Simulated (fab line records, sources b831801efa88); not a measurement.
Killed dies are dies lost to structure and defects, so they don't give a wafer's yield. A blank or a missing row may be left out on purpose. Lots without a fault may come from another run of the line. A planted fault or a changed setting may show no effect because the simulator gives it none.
fab line records | flow sky130
record lots=6 wafers=18 last_day=50
route steps=708 shown LOCAL_INTERCONNECT@394 CONTACT@406 PAD_OPEN@708
lots that met no fault: from a run of the same line without faults
start_h: hours from the record's first day to the start of the lot's first wafer shown | wait_h: hours since the lot's step before | " the same as in the row above | L1.1+2: a row that stands for several wafers | - no value, or no start given | * or withheld: withheld | < > ~ a bound
route shown NAME@n: a module of which the file shows steps, and the number in the route of the first | usual: mean/standard deviation of fault-free wafers | same: alike in all rows | chamber/n: place in a boat | sites: the reading at each site | _std_site: their standard deviation | _edge_site: outer sites' mean less inner sites' | radius_mm: how far each site lies from the wafer's centre | mask NAME#n: copy n | behind: the tool/chamber that last shaped the wafer | hold: why the lot was held/for how many hours/how that ended | device: the transistor (n, p or np) that didn't switch | end of line: the same wafers' tests at the end of the route | a step without rows: its recipe alone | killed: dies lost to structure and defects at the first sort, not the wafer's yield | map: a wafer's dies, x killed, . not, _ none there
set.NAME: the setting as run; set.NAME@STEP: as run at that earlier step | model.NAME: the simulator's own value behind a step, which no gauge read
lots at some steps of the route; a table a step, a row a wafer
services: from which hour (start_h, from the record's first day; less than 0 if before it) a tool's chamber was out of use, for how many hours, and why
## steps
# step SKY_LOCAL_INTERCONNECT_SOFTBAKE_07
# recipe temp_c=100 time_s=90 resist=KrF-thick
# step SKY_LOCAL_INTERCONNECT_EXPOSE_08
# recipe mask_id=LI1M na=0.8 source_shape=annular sigma_inner=0.55 sigma_outer=0.85 target_cd_nm=170 dose_mj=28
# step SKY_LOCAL_INTERCONNECT_PEB_09
# recipe peb_temp_c=withheld peb_time_s=withheld resist=KrF-thick
# step SKY_LOCAL_INTERCONNECT_DEVELOP_10
# recipe develop_time_s=60 resist=KrF-thick dev_temp_c=21
# step SKY_LOCAL_INTERCONNECT_CD_MEAS_11
# recipe target_cd_nm=170
# usual cd_nm=170.0/1.4
# columns lot.wafer tool chamber start_h wait_h cd_nm
L540.1 cd_sem-02 - 732.27 - 171.3
L540.2 " - " " 172.1
L540.3 " - " " 173.4
L549.1 cd_sem-02 - 797.25 - 170.0
L549.2 " - " " 169.2
L549.6 " - " " 171.6
L550.3 cd_sem-02 - 806.06 - 170.6
L550.5 " - " " 170.5
L550.6 " - " " 170.9
L556.1 cd_sem-02 - 862.97 - 167.8
L556.4 " - " " 169.1
L556.6 " - " " 167.2
L560.1 cd_sem-01 - 874.87 - 171.1
L560.4 " - " " 170.7
L560.6 " - " " 170.3
L561.1 cd_sem-02 - 884.92 - 169.6
L561.5 " - " " 169.2
L561.6 " - " " 170.2
# step SKY_LOCAL_INTERCONNECT_OVL_MEAS_12
# usual LOCAL_INTERCONNECT_OVL=1/6.2
# columns lot.wafer tool chamber start_h wait_h LOCAL_INTERCONNECT_OVL[nm]
L540.1 overlay-02 - 732.39 0.1 2
L540.2 " - " " -1
L540.3 " - " " -2
L549.1 overlay-02 - 797.37 0.1 17
L549.2 " - " " 11
L549.6 " - " " 15
L550.3 overlay-01 - 806.15 0.1 -1
L550.5 " - " " -7
L550.6 " - " " -5
L556.1 overlay-02 - 863.09 0.1 2
L556.4 " - " " 0
L556.6 " - " " -4
L560.1 overlay-02 - 874.99 0.1 8
L560.4 " - " " 9
L560.6 " - " " 9
L561.1 overlay-02 - 885.04 0.1 -11
L561.5 " - " " -1
L561.6 " - " " -8
# step SKY_LOCAL_INTERCONNECT_ETCH_13
# recipe chemistry=N2/H2 target=BARC ion_energy_ev=200 bias_w=100 pressure_mtorr=30 n2_flow_sccm=100 h2_flow_sccm=200 icp_w=500 stop_on=SiO2 time_s=45.9 target_depth_a=600
# usual bias_w=99.97/0.28 drypump_motor_current_A=5.8/0.39 he_backside_leak_sccm=3.46/0.22 oes_product_au=0.855/0.0049 throttle_valve_pct=13.225/0.0082
# columns lot.wafer tool chamber start_h wait_h bias_w drypump_motor_current_A he_backside_leak_sccm oes_product_au rf_hours_counter_h throttle_valve_pct
L540.1 rie_metal-01 0 732.42 0.0 100.35 6.4 3.42 0.852 2 13.227
L540.2 " 1 " " 100.31 5.3 3.67 0.856 3 13.223
L540.3 " 0 " " 100.16 6.4 3.37 0.858 - 13.236
L549.1 rie_metal-04 0 797.40 0.0 99.61 5.7 3.40 0.854 8 13.238
L549.2 " 1 " " 100.20 6.1 3.39 0.852 6 13.230
L549.6 " 1 " " 99.84 6.0 3.29 0.850 - 13.219
L550.3 rie_metal-03 1 806.20 0.0 100.05 6.1 3.74 0.851 - 13.223
L550.5 " 0 " " 100.34 5.3 3.55 0.859 - 13.225
L550.6 " 1 " " 100.20 6.1 3.49 0.850 - 13.238
L556.1 rie_metal-04 0 863.13 0.0 99.95 5.7 3.65 0.848 11 13.226
L556.4 " 0 " " 99.79 5.7 3.60 0.841 - 13.215
L556.6 " 1 " " 99.80 6.0 3.16 0.855 - 13.221
L560.1 rie_metal-01 0 875.02 0.0 100.18 6.4 3.31 0.863 7 13.216
L560.4 " 1 " " 100.00 5.3 3.55 0.854 - 13.219
L560.6 " 1 " " 100.09 5.3 3.43 0.860 - 13.236
L561.1 rie_metal-01 0 885.07 0.0 99.59 6.4 3.28 0.851 7 13.220
L561.5 " 1 " " 99.99 5.3 3.51 0.856 - 13.235
L561.6 " 0 " " 99.81 6.4 3.35 0.858 - 13.226
# step SKY_LOCAL_INTERCONNECT_METAL_ETCH_14
# recipe target_depth_nm=110 stop_on=PSG chemistry=Cl2/BCl3 target=TiN resist_sidewall_deg=88 pressure_mtorr=10 icp_w=900 bias_w=48.5 Cl2_flow_sccm=60 bcl3_flow_sccm=30 time_s=31.4
# usual bias_w=48.48/0.13 drypump_motor_current_A=5.8/0.39 he_backside_leak_sccm=3.48/0.15 oes_product_au=0.938/0.0064 throttle_valve_pct=21.903/0.0099
# columns lot.wafer tool chamber start_h wait_h bias_w drypump_motor_current_A he_backside_leak_sccm oes_product_au rf_hours_counter_h throttle_valve_pct
L540.1 rie_metal-01 0 732.48 0.0 48.44 6.4 3.26 0.938 2 21.880
L540.2 " 1 " " 48.24 5.3 3.59 0.940 3 21.878
L540.3 " 0 " " 48.44 6.4 3.24 0.941 - 21.890
L549.1 rie_metal-04 0 797.47 0.0 48.64 5.7 3.44 0.940 8 21.899
L549.2 " 1 " " 48.53 6.0 3.37 0.933 6 21.906
L549.6 " 1 " " 48.65 6.0 3.48 0.942 - 21.910
L550.3 rie_metal-03 1 806.26 0.0 48.69 6.0 3.53 0.943 - 21.898
L550.5 " 0 " " 48.52 5.4 3.47 0.944 - 21.888
L550.6 " 1 " " 48.42 6.0 3.36 0.937 - 21.906
L556.1 rie_metal-04 0 863.19 0.0 48.45 5.7 3.54 0.942 11 21.892
L556.4 " 0 " " 48.52 5.7 3.58 0.934 - 21.918
L556.6 " 1 " " 48.58 6.1 3.30 0.944 - 21.912
L560.1 rie_metal-01 0 875.09 0.0 48.47 6.4 3.38 0.942 7 21.902
L560.4 " 1 " " 48.35 5.3 3.62 0.937 - 21.899
L560.6 " 1 " " 48.44 5.3 3.48 0.939 - 21.895
L561.1 rie_metal-01 0 885.14 0.0 48.35 6.4 3.38 0.925 7 21.897
L561.5 " 1 " " 48.49 5.3 3.62 0.933 - 21.895
L561.6 " 0 " " 48.36 6.4 3.31 0.932 - 21.888
# step SKY_LOCAL_INTERCONNECT_STRIP_15
# recipe chemistry=O2/N2 power_w=1400 pressure_mtorr=1500 platen_temp_c=withheld o2_flow_sccm=3000 n2_flow_sccm=300 overash_fraction=0.5
# step SKY_LOCAL_INTERCONNECT_STRIP_16
# recipe chemistry=post_etch_residue_remover time_s=1200 temp_c=72.5
# step SKY_LOCAL_INTERCONNECT_CLEAN_17
# recipe chemistry=IPA time_s=180 temp_c=25
# step SKY_LOCAL_INTERCONNECT_CLEAN_18
# recipe chemistry=O3/DIW dry=n2_spin
# step SKY_CONTACT_CVD_00
# recipe material=Si3N4 target_thk_nm=75 temp_c=400 time_s=withheld rf_w=450
# usual heater_power_w=730/87
# columns lot.wafer tool chamber start_h wait_h heater_power_w model.Si3N4_of_CONTACT_CVD_00.thk_nm
L540.1 pecvd-03 1 733.13 0.0 663 72.88
L540.2 " 2 " " 746 72.6
L540.3 " 0 " " 847 72.84
L549.1 pecvd-01 2 798.15 0.0 682 74.35
L549.2 " 1 " " 683 77.69
L549.6 " 0 " " 710 76.22
L550.3 pecvd-01 2 806.94 0.0 686 75.25
L550.5 " 2 " " 709 76.95
L550.6 " 1 " " 617 80.19
L556.1 pecvd-04 1 863.84 0.0 769 74.8
L556.4 " 0 " " 764 75.31
L556.6 " 1 " " 740 75.74
L560.1 pecvd-01 2 875.73 0.0 671 74.34
L560.4 " 2 " " 683 75.54
L560.6 " 0 " " 610 76.15
L561.1 pecvd-01 1 885.82 0.0 615 73.07
L561.5 " 0 " " 744 74.86
L561.6 " 2 " " 672 75.29
# step SKY_CONTACT_THK_MEAS_01
# recipe reads=Si3N4_of_CONTACT_CVD_00
# usual CONTACT_CVD_00_THK=74.7/0.93
# columns lot.wafer tool chamber start_h wait_h CONTACT_CVD_00_THK[nm]
L540.1 film_metro-03 - 733.16 - 72.9
L540.2 " - " " 72.6
L540.3 " - " " 72.8
L549.1 film_metro-01 - 798.19 - 74.3
L549.2 " - " " 77.7
L549.6 " - " " 76.3
L550.3 film_metro-03 - 806.99 - 75.3
L550.5 " - " " 77.0
L550.6 " - " " 80.1
L556.1 film_metro-04 - 863.87 - 74.8
L556.4 " - " " 75.3
L556.6 " - " " 75.7
L560.1 film_metro-03 - 875.76 - 74.4
L560.4 " - " " 75.6
L560.6 " - " " 76.1
L561.1 film_metro-03 - 885.85 - 73.0
L561.5 " - " " 74.9
L561.6 " - " " 75.3
# step SKY_CONTACT_HDPCVD_02
# recipe material=SiO2 target_thk_nm=565 sigma_open_frac=0.3 time_s=94.2 temp_c=600 sih4_flow_sccm=60 pressure_mtorr=6
# step SKY_CONTACT_THK_MEAS_03
# recipe reads=SiO2_of_CONTACT_HDPCVD_02
# usual CONTACT_HDPCVD_THK=564/6.4
# columns lot.wafer tool chamber start_h wait_h CONTACT_HDPCVD_THK[nm]
L540.1 film_metro-04 - 733.29 0.0 566
L540.2 " - " " 559
L540.3 " - " " 567
L549.1 film_metro-04 - 798.32 0.0 566
L549.2 " - " " 567
L549.6 " - " " 569
L550.3 film_metro-01 - 807.12 0.1 564
L550.5 " - " " 560
L550.6 " - " " 563
L556.1 film_metro-03 - 864.00 0.0 565
L556.4 " - " " 564
L556.6 " - " " 575
L560.1 film_metro-04 - 875.89 0.0 563
L560.4 " - " " 558
L560.6 " - " " 567
L561.1 film_metro-01 - 885.98 0.0 562
L561.5 " - " " 566
L561.6 " - " " 567
# step SKY_CONTACT_CMP_04
# recipe material=SiO2 down_force_psi=4 platen_rpm=60 pad_velocity_m_s=0.94248
# step SKY_CONTACT_BOW_MEAS_05
# recipe mode=bow
# usual CONTACT_BOW=82/7.7
# columns lot.wafer tool chamber start_h wait_h CONTACT_BOW[um]
L540.1 film_metro-01 - 733.65 0.1 76
L540.2 " - " " 82
L540.3 " - " " 87
L549.1 film_metro-03 - 798.68 0.1 92
L549.2 " - " " 89
L549.6 " - " " 68
L550.3 film_metro-03 - 807.50 0.1 80
L550.5 " - " " 93
L550.6 " - " " 93
L556.1 film_metro-04 - 864.36 0.1 84
L556.4 " - " " 79
L556.6 " - " " 78
L560.1 film_metro-01 - 876.53 0.1 76
L560.4 " - " " 83
L560.6 " - " " 77
L561.1 film_metro-01 - 886.34 0.2 88
L561.5 " - " " 84
L561.6 " - " " 92
# step SKY_CONTACT_DEHYDRATE_06
# recipe temp_c=200 time_s=60
# step SKY_CONTACT_HMDS_07
# recipe prime_time_s=60 prime_temp_c=120
# step SKY_CONTACT_COAT_08
# recipe resist=BARC temp_c=withheld time_s=withheld spin_rpm=3000 resist_thk_nm=60
# step SKY_CONTACT_COAT_09
# recipe resist=KrF-thick spin_rpm=3000 resist_thk_nm=450
# step SKY_CONTACT_SOFTBAKE_10
# recipe temp_c=100 time_s=90 resist=KrF-thick
# step SKY_CONTACT_EXPOSE_11
# recipe mask_id=CTM1 na=0.8 source_shape=annular sigma_inner=0.55 sigma_outer=0.85 target_cd_nm=170 dose_mj=38
# step SKY_CONTACT_PEB_12
# recipe peb_temp_c=withheld peb_time_s=withheld resist=KrF-thick
# step SKY_CONTACT_DEVELOP_13
# recipe develop_time_s=60 resist=KrF-thick dev_temp_c=21
# step SKY_CONTACT_CD_MEAS_14
# recipe target_cd_nm=170
# usual cd_nm=170.4/1.7
# columns lot.wafer tool chamber start_h wait_h cd_nm
L540.1 cd_sem-01 - 761.37 - 171.7
L540.2 " - " " 172.5
L540.3 " - " " 172.3
L549.1 cd_sem-01 - 826.40 - 175.1
L549.2 " - " " 174.4
L549.6 " - " " 174.9
L550.3 cd_sem-01 - 834.38 - 168.3
L550.5 " - " " 169.4
L550.6 " - " " 168.6
L556.1 cd_sem-01 - 890.67 - 171.5
L556.4 " - " " 172.8
L556.6 " - " " 172.9
L560.1 cd_sem-02 - 902.10 - 170.7
L560.4 " - " " 171.0
L560.6 " - " " 167.8
L561.1 cd_sem-02 - 911.64 - 168.6
L561.5 " - " " 170.2
L561.6 " - " " 169.6
# step SKY_CONTACT_OVL_MEAS_15
# usual CONTACT_OVL=3/5.7
# columns lot.wafer tool chamber start_h wait_h CONTACT_OVL[nm]
L540.1 overlay-02 - 761.49 0.1 13
L540.2 " - " " 3
L540.3 " - " " 0
L549.1 overlay-01 - 826.52 0.1 -2
L549.2 " - " " 6
L549.6 " - " " 2
L550.3 overlay-01 - 834.47 0.1 10
L550.5 " - " " 10
L550.6 " - " " 11
L556.1 overlay-02 - 890.79 0.1 4
L556.4 " - " " 10
L556.6 " - " " -1
L560.1 overlay-02 - 902.22 0.1 -1
L560.4 " - " " -1
L560.6 " - " " 1
L561.1 overlay-02 - 911.76 0.1 9
L561.5 " - " " 2
L561.6 " - " " 11
# step SKY_CONTACT_ETCH_16
# recipe chemistry=N2/H2 target=BARC ion_energy_ev=200 source_w=500 bias_w=100 pressure_mtorr=30 n2_flow_sccm=100 h2_flow_sccm=200 stop_on=SiO2 time_s=45.9 target_depth_a=600
# usual bias_w=100.1/0.31 drypump_motor_current_A=5.7/0.49 oes_product_au=0.854/0.0049 throttle_valve_pct=13.225/0.0099
# columns lot.wafer tool chamber start_h wait_h bias_w drypump_motor_current_A oes_product_au rf_hours_counter_h throttle_valve_pct
L540.1 rie_diel-04 0 761.53 0.0 100.2 5.1 0.857 24 13.222
L540.2 " 3 " " 99.7 5.8 0.854 9 13.217
L540.3 " 2 " " 100.2 5.7 0.854 14 13.224
L549.1 rie_diel-03 3 826.55 0.0 99.8 5.7 0.863 7 13.221
L549.2 " 0 " " 100.0 4.9 0.849 10 13.224
L549.6 " 1 " " 99.9 4.9 0.855 - 13.222
L550.3 rie_diel-03 1 834.49 0.0 99.7 4.8 0.860 6 13.227
L550.5 " 3 " " 100.5 5.7 0.850 - 13.242
L550.6 " 0 " " 100.4 4.9 0.844 - 13.226
L556.1 rie_diel-02 3 890.83 0.0 99.9 5.8 0.858 13 13.230
L556.4 " 2 " " 99.7 5.5 0.860 5 13.234
L556.6 " 2 " " 99.8 5.5 0.866 - 13.230
L560.1 rie_diel-03 0 902.25 0.0 100.0 4.9 0.851 13 13.213
L560.4 " 2 " " 100.0 6.1 0.848 - 13.212
L560.6 " 3 " " 100.0 5.7 0.860 - 13.211
L561.1 rie_diel-03 3 911.79 0.0 100.5 5.7 0.859 11 13.239
L561.5 " 0 " " 99.6 4.9 0.851 - 13.236
L561.6 " 2 " " 100.4 6.1 0.856 - 13.223
# step SKY_CONTACT_ETCH_17
# recipe target=SiO2 chemistry=C4F8/O2/Ar stop_on=Si3N4 mask_material=KrF-thick source_w=1500 bias_w=1200 pressure_mtorr=40 c4f8_flow_sccm=withheld O2_flow_sccm=6 Ar_flow_sccm=300 time_s=withheld target_depth_a=3400
# usual bias_w=1200/3.5 oes_product_au=0.891/0.0051
# columns lot.wafer tool chamber start_h wait_h bias_w oes_product_au
L540.1 rie_diel-04 0 761.57 0.0 1195 0.889
L540.2 " 3 " " 1201 0.890
L540.3 " 2 " " 1190 0.894
L549.1 rie_diel-03 3 826.59 0.0 1203 0.904
L549.2 " 0 " " 1200 0.889
L549.6 " 1 " " 1203 0.890
L550.3 rie_diel-03 1 834.53 0.0 1197 0.900
L550.5 " 3 " " 1202 0.897
L550.6 " 0 " " 1202 0.902
L556.1 rie_diel-02 3 890.87 0.0 1198 0.887
L556.4 " 2 " " 1206 0.881
L556.6 " 2 " " 1203 0.887
L560.1 rie_diel-03 0 902.30 0.0 1199 0.890
L560.4 " 2 " " 1194 0.890
L560.6 " 3 " " 1197 0.898
L561.1 rie_diel-03 3 911.83 0.0 1198 0.885
L561.5 " 0 " " 1201 0.892
L561.6 " 2 " " 1200 0.893
# step SKY_CONTACT_ETCH_18
# recipe target=Si3N4 chemistry=CHF3/O2 stop_on=TiN source_w=600 bias_w=200 pressure_mtorr=40 chf3_flow_sccm=50 O2_flow_sccm=5 time_s=39 target_depth_a=750
# usual bias_w=200.0/0.61 drypump_motor_current_A=5.7/0.49 oes_product_au=0.853/0.0073 throttle_valve_pct=8.793/0.0092
# columns lot.wafer tool chamber start_h wait_h bias_w drypump_motor_current_A oes_product_au rf_hours_counter_h throttle_valve_pct model.etch.depth_nm
L540.1 rie_diel-04 0 - - 199.8 5.0 0.848 24 8.794 72.88
L540.2 " 3 " " 200.4 5.8 0.834 9 8.801 72.6
L540.3 " 2 " " 200.8 5.7 0.846 14 8.780 72.84
L549.1 rie_diel-03 3 - - 199.6 5.7 0.848 7 8.803 74.35
L549.2 " 0 " " 200.5 4.9 0.875 10 8.797 77.69
L549.6 " 1 " " 199.6 4.8 0.865 - 8.796 76.22
L550.3 rie_diel-03 1 - - 199.4 4.8 0.857 6 8.795 75.25
L550.5 " 3 " " 200.0 5.7 0.859 - 8.794 76.95
L550.6 " 0 " " 199.8 4.9 0.887 - 8.803 80.19
L556.1 rie_diel-02 3 - - 200.0 5.8 0.858 13 8.786 74.8
L556.4 " 2 " " 201.5 5.5 0.858 5 8.789 75.31
L556.6 " 2 " " 200.3 5.5 0.866 - 8.793 75.74
L560.1 rie_diel-03 0 - - 199.5 4.9 0.854 13 8.797 74.34
L560.4 " 2 " " 199.8 6.0 0.858 - 8.801 75.54
L560.6 " 3 " " 199.7 5.7 0.858 - 8.803 76.15
L561.1 rie_diel-03 3 - - 200.0 5.7 0.838 11 8.772 73.07
L561.5 " 0 " " 200.0 4.9 0.848 - 8.787 74.86
L561.6 " 2 " " 199.8 6.0 0.860 - 8.793 75.29
# step SKY_CONTACT_STRIP_19
# recipe chemistry=O2/N2 power_w=1400 pressure_mtorr=1500 platen_temp_c=withheld o2_flow_sccm=3000 n2_flow_sccm=300 overash_fraction=0.5
# usual drypump_motor_current_A=5.9/0.55 o2_flow_sccm=3001/8.3 oes_product_au=0.381/0.0045 strip_time_to_endpoint_s=3.618/0.026
# columns lot.wafer tool chamber start_h wait_h drypump_motor_current_A o2_flow_sccm oes_product_au rf_hours_counter_h strip_time_to_endpoint_s
L540.1 plasma_asher-04 1 761.66 - 5.1 2990 0.375 59 3.605
L540.2 " 0 " " 5.1 2976 0.371 59 3.605
L540.3 " 1 " " 5.1 2990 0.379 - 3.602
L549.1 plasma_asher-03 1 826.68 - 5.8 3001 0.382 102 3.588
L549.2 " 0 " " 5.0 3008 0.379 102 3.646
L549.6 " 1 " " 5.8 2993 0.379 - 3.635
L550.3 plasma_asher-03 0 834.66 - 5.0 2993 0.381 - 3.620
L550.5 " 1 " " 5.8 3016 0.377 - 3.607
L550.6 " 0 " " 5.0 2998 0.379 - 3.633
L556.1 plasma_asher-02 1 890.96 - 6.3 3011 0.383 50 3.660
L556.4 " 0 " " 6.4 3014 0.378 - 3.610
L556.6 " 1 " " 6.3 3013 0.375 - 3.640
L560.1 plasma_asher-03 1 902.39 - 5.8 3001 0.379 112 3.609
L560.4 " 1 " " 5.8 3001 0.379 - 3.588
L560.6 " 1 " " 5.8 3015 0.382 - 3.584
L561.1 plasma_asher-02 0 911.92 - 6.4 3011 0.380 53 3.625
L561.5 " 0 " " 6.4 3004 0.384 - 3.629
L561.6 " 1 " " 6.3 2991 0.382 - 3.558
# step SKY_PAD_OPEN_PROBE_99
# usual killed_at_M0_to_M3=43/7.4 killed_at_M4_up=3.1/1.9 killed_at_contacts=25/5.4 killed_at_front_end=15/4.3 killed_at_other=0.3/0.54 killed_dies=86/10 killed_open=46/7.4 killed_short=40/7
# same gross_dies=492 killed_at_back_side=0
# columns lot.wafer tool chamber start_h wait_h killed_at_M0_to_M3 killed_at_M4_up killed_at_contacts killed_at_front_end killed_at_other killed_dies killed_open killed_short
L540.1 prober-01 - 1094.47 0.1 47 9 23 22 1 102 50 52
L540.2 prober-01 - 1094.52 0.1 40 3 37 10 0 90 51 39
L540.3 prober-01 - 1094.57 0.2 49 1 21 20 0 91 50 40
L549.1 prober-02 - 1148.13 0.1 33 4 27 14 0 78 42 36
L549.2 prober-02 - 1148.18 0.1 35 1 27 14 1 78 42 36
L549.6 prober-02 - 1148.38 0.2 43 3 26 19 0 91 48 42
L550.3 prober-01 - 1151.08 0.2 49 2 25 17 0 93 44 49
L550.5 prober-01 - 1151.18 0.2 52 0 38 10 0 100 59 41
L550.6 prober-01 - 1151.23 0.2 45 0 25 13 1 84 53 30
L556.1 prober-01 - 1189.62 0.1 39 2 26 13 0 80 44 35
L556.4 prober-01 - 1189.77 0.2 48 1 20 18 1 88 50 35
L556.6 prober-01 - 1189.87 0.2 31 1 22 21 1 76 39 36
L560.1 prober-01 - 1197.40 0.1 35 2 21 15 2 75 38 37
L560.4 prober-01 - 1197.55 0.2 42 4 27 19 1 93 54 36
L560.6 prober-01 - 1197.65 0.2 38 4 30 17 0 89 51 36
L561.1 prober-02 - 1204.04 0.1 37 5 24 19 1 86 49 37
L561.5 prober-02 - 1204.24 0.2 42 3 14 11 0 70 42 28
L561.6 prober-02 - 1204.29 0.2 37 0 22 8 1 68 37 31
# killed by level:class
L540.1 VIA3:geometric_particle:open=11 METAL4:geometric_particle:short=8 POLY_GATE:geometric_particle:open=7 LI_CONTACT:geometric_particle:short=7 LI_CONTACT:geometric_particle:open=7 VIA1:geometric_particle:short=6 VIA3:geometric_particle:short=6 VIA1:geometric_particle:open=6
L540.2 LI_CONTACT:geometric_particle:open=12 METAL2:geometric_particle:short=8 CONTACT:geometric_particle:open=8 VIA1:geometric_particle:open=8 CONTACT:geometric_particle:short=7 VIA3:geometric_particle:open=7 LOCAL_INTERCONNECT:geometric_particle:short=5 VIA2:geometric_particle:open=5
L540.3 LI_CONTACT:geometric_particle:open=11 METAL2:geometric_particle:short=9 VIA1:geometric_particle:open=8 CONTACT:geometric_particle:open=7 VIA2:geometric_particle:open=7 VIA3:geometric_particle:short=6 POLY_GATE:geometric_particle:open=5 METAL1:geometric_particle:short=5
L549.1 CONTACT:geometric_particle:open=10 LI_CONTACT:geometric_particle:open=9 VIA2:geometric_particle:open=7 POLY_GATE:geometric_particle:open=5 CONTACT:geometric_particle:short=5 VIA1:geometric_particle:open=4 VIA1:geometric_particle:short=4 METAL2:geometric_particle:short=4
L549.2 LI_CONTACT:geometric_particle:open=9 LOCAL_INTERCONNECT:geometric_particle:short=7 METAL1:geometric_particle:short=7 CONTACT:geometric_particle:open=6 VIA3:geometric_particle:open=6 VIA1:geometric_particle:short=5 VIA2:geometric_particle:open=5 FIELD_ISO:geometric_particle:open=4
L549.6 VIA2:geometric_particle:open=10 VIA1:geometric_particle:open=9 LI_CONTACT:geometric_particle:open=8 VIA3:geometric_particle:open=6 LI_CONTACT:geometric_particle:short=5 LOCAL_INTERCONNECT:geometric_particle:short=5 VIA1:geometric_particle:short=5 FIELD_ISO:geometric_particle:short=4
L550.3 VIA1:geometric_particle:open=9 CONTACT:geometric_particle:open=8 VIA2:geometric_particle:open=7 LOCAL_INTERCONNECT:geometric_particle:short=6 VIA1:geometric_particle:short=6 LI_CONTACT:geometric_particle:short=5 METAL1:geometric_particle:short=5 METAL3:geometric_particle:short=5
L550.5 CONTACT:geometric_particle:open=15 VIA1:geometric_particle:open=14 LI_CONTACT:geometric_particle:open=8 LI_CONTACT:geometric_particle:short=6 METAL1:geometric_particle:short=6 VIA1:geometric_particle:short=6 VIA2:geometric_particle:open=5 LOCAL_INTERCONNECT:geometric_particle:short=4
L550.6 VIA1:geometric_particle:open=13 LI_CONTACT:geometric_particle:open=8 CONTACT:geometric_particle:open=8 VIA2:geometric_particle:open=7 VIA3:geometric_particle:open=5 POLY_GATE:geometric_particle:open=4 POLY_GATE:geometric_particle:short=4 LI_CONTACT:geometric_particle:short=4
L556.1 LI_CONTACT:geometric_particle:open=12 VIA1:geometric_particle:open=9 CONTACT:geometric_particle:open=7 METAL2:geometric_particle:short=7 POLY_GATE:geometric_particle:open=4 VIA2:geometric_particle:open=4 LOCAL_INTERCONNECT:geometric_particle:short=4 VIA1:geometric_particle:short=4
L556.4 VIA1:geometric_particle:open=14 VIA3:geometric_particle:open=7 CONTACT:geometric_particle:short=6 METAL2:geometric_particle:short=6 FIELD_ISO:geometric_particle:open=5 CONTACT:geometric_particle:open=5 VIA2:geometric_particle:open=5 POLY_GATE:geometric_particle:short=4
L556.6 LI_CONTACT:geometric_particle:open=9 POLY_GATE:geometric_particle:short=8 VIA3:geometric_particle:open=5 FIELD_ISO:geometric_particle:open=4 CONTACT:geometric_particle:open=4 METAL1:geometric_particle:short=4 VIA1:geometric_particle:open=4 METAL3:geometric_particle:short=4
L560.1 CONTACT:geometric_particle:open=9 VIA1:geometric_particle:open=9 METAL1:geometric_particle:short=8 FIELD_ISO:geometric_particle:open=5 CONTACT:geometric_particle:short=5 VIA2:geometric_particle:open=5 FIELD_ISO:geometric_particle:short=4 METAL2:geometric_particle:short=4
L560.4 VIA1:geometric_particle:open=12 CONTACT:geometric_particle:open=11 LI_CONTACT:geometric_particle:open=8 METAL2:geometric_particle:short=8 FIELD_ISO:geometric_particle:short=6 VIA3:geometric_particle:open=5 METAL1:geometric_particle:short=4 POLY_GATE:geometric_particle:short=3
L560.6 CONTACT:geometric_particle:open=15 LI_CONTACT:geometric_particle:open=8 VIA1:geometric_particle:open=8 METAL1:geometric_particle:short=5 POLY_GATE:geometric_particle:open=5 VIA2:geometric_particle:open=5 FIELD_ISO:geometric_particle:short=4 METAL2:geometric_particle:short=4
L561.1 VIA1:geometric_particle:open=15 CONTACT:geometric_particle:short=7 CONTACT:geometric_particle:open=7 POLY_GATE:geometric_particle:open=5 VIA1:geometric_particle:short=5 SPACER:geometric_particle:short=4 VIA3:geometric_particle:open=4 FIELD_ISO:geometric_particle:short=3
L561.5 VIA1:geometric_particle:open=13 FIELD_ISO:geometric_particle:short=5 VIA2:geometric_particle:open=5 FIELD_ISO:geometric_particle:open=4 LI_CONTACT:geometric_particle:open=4 CONTACT:geometric_particle:open=4 VIA1:geometric_particle:short=4 METAL2:geometric_particle:open=4
L561.6 VIA1:geometric_particle:open=9 CONTACT:geometric_particle:open=8 METAL1:geometric_particle:short=6 LI_CONTACT:geometric_particle:open=5 METAL3:geometric_particle:short=5 LOCAL_INTERCONNECT:geometric_particle:short=4 METAL2:geometric_particle:short=4 VIA3:geometric_particle:open=3
## services
# columns tool chamber start_h hours kind
rie_diel-03 1 709.06 4.1 repair
pecvd-04 - 725.07 1.5 repair
rie_metal-04 - 726.60 10.0 pm
rie_diel-03 1 736.56 24.3 repair
plasma_asher-02 - 738.53 1.2 repair
pecvd-01 0 740.27 12.4 repair
pecvd-01 0 754.36 5.8 repair
pecvd-01 - 792.38 1.5 repair
plasma_asher-04 - 798.49 77.9 repair
pecvd-03 - 812.31 5.5 pm
rie_diel-03 3 812.76 7.1 repair
plasma_asher-03 - 821.21 1.3 repair
rie_diel-03 - 823.39 0.6 repair
rie_diel-04 - 824.83 14.6 pm
rie_metal-03 - 828.85 0.7 repair
rie_metal-01 0 829.84 4.3 repair
pecvd-01 - 846.74 1.3 repair
pecvd-01 - 859.19 0.7 repair
rie_metal-01 - 863.92 2.8 pm
rie_diel-03 2 869.64 5.8 repair
plasma_asher-02 - 871.61 2.5 repair
rie_metal-03 - 880.64 0.6 repair
rie_diel-03 1 890.32 47.8 repair
plasma_asher-03 - 897.97 4.3 pm
## key
first_sign step=SKY_CONTACT_THK_MEAS_01 reading=CONTACT_CVD_00_THK direction=up sigmas=4.4 usual=74.7 struck=78.9
effect step=SKY_CONTACT_ETCH_18 reading=oes_product_au direction=up sigmas=3.8 usual=0.853 struck=0.881
model_effect step=SKY_CONTACT_CVD_00 value=Si3N4_of_CONTACT_CVD_00.thk_nm without=75.52 struck=78.94
model_effect step=SKY_CONTACT_ETCH_18 value=etch.depth_nm without=75.52 struck=78.94
met_at SKY_CONTACT_CVD_00
struck_wafers L549.2,L550.6
tester_left_out L549,L550
fault kind=process_parameter_drift tool=pecvd-01 chamber=1 onset_h=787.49 steps=SKY_CONTACT_CVD_00 channel=time_s offset=withheld shape=step end_h=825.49 acts_in=*
# tester_left_out: of these lots the tester's yield and bins aren't shown, on N5 and GAA mostly nor the transistor test; their killed dies are dies lost to structure and defects alone, not to doping, threshold or leakage, so they don't give the yield
